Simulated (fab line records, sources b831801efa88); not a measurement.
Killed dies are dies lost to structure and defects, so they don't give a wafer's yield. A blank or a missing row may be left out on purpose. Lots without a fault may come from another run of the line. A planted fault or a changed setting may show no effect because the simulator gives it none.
One fault seen from 2 desks | flow sky130 | each desk has only its own numbers; what lay behind them comes last

THE TOOL OWNER'S DESK: plasma_asher-04
The tool's own readings at SKY_LI_CONTACT_STRIP_16 (strips in O2/N2): means of the sampled wafers that have a number, for each lot that ran on this tool. A lot is out of limits, marked OUT, if its mean lies more than 4 standard deviations from the usual mean; the brackets give that distance.
Columns: A = drypump_motor_current_A at SKY_LI_CONTACT_STRIP_16, usual 5.5 A; B = oes_product_au at SKY_LI_CONTACT_STRIP_16, usual 0.375 a.u.; C = strip_time_to_endpoint_s at SKY_LI_CONTACT_STRIP_16, usual 3.492 s
lot  | first seen here | A   | B     | C
L210 | day 31 11:22    | 5.8 | 0.380 | 3.481
L219 | day 33 22:44    | 5.7 | 0.377 | 3.484
L220 | day 34 09:17    | 6.0 | 0.375 | 3.475
This desk's finding: nothing out of limits on any of the 3 lots.

THE METROLOGY DESK
What the gauges read, lot by lot, whatever tool the lot ran on: means of the sampled wafers that have a number. A lot is out of limits, marked OUT, if its mean lies more than 4 standard deviations from the usual mean; the brackets give that distance.
Columns: A = VIA3_W_RS at SKY_VIA3_RS_MEAS_22, usual 0.2943 ohm/sq; B = cd_nm at SKY_METAL4_CD_MEAS_13, usual 300.2 nm
lot  | first seen here | A      | B
L204 | day 39 10:18    | 0.2910 | 301.1
L205 | day 39 15:56    | 0.2980 | 300.7
L206 | day 40 07:46    | 0.2978 | 299.5
L207 | day 40 13:54    | 0.2929 | 300.4
L208 | day 40 21:41    | 0.2935 | 301.5
L210 | day 41 15:49    | 0.2929 | 299.7
L215 | day 42 22:01    | 0.2922 | 300.6
L219 | day 43 21:49    | 0.2943 | 300.8
L220 | day 44 07:25    | 0.2939 | 297.9
L222 | day 44 17:23    | 0.2958 | 298.8
L223 | day 44 23:19    | 0.2931 | 301.4
L225 | day 45 11:17    | 0.2963 | 301.7
L227 | day 45 19:32    | 0.2973 | 300.5
This desk's finding: nothing out of limits on any of the 13 lots.

PUT TOGETHER
The tool owner's desk saw nothing out of limits.
The metrology desk saw nothing out of limits.

WHAT THE SIMULATOR HAD PUT IN
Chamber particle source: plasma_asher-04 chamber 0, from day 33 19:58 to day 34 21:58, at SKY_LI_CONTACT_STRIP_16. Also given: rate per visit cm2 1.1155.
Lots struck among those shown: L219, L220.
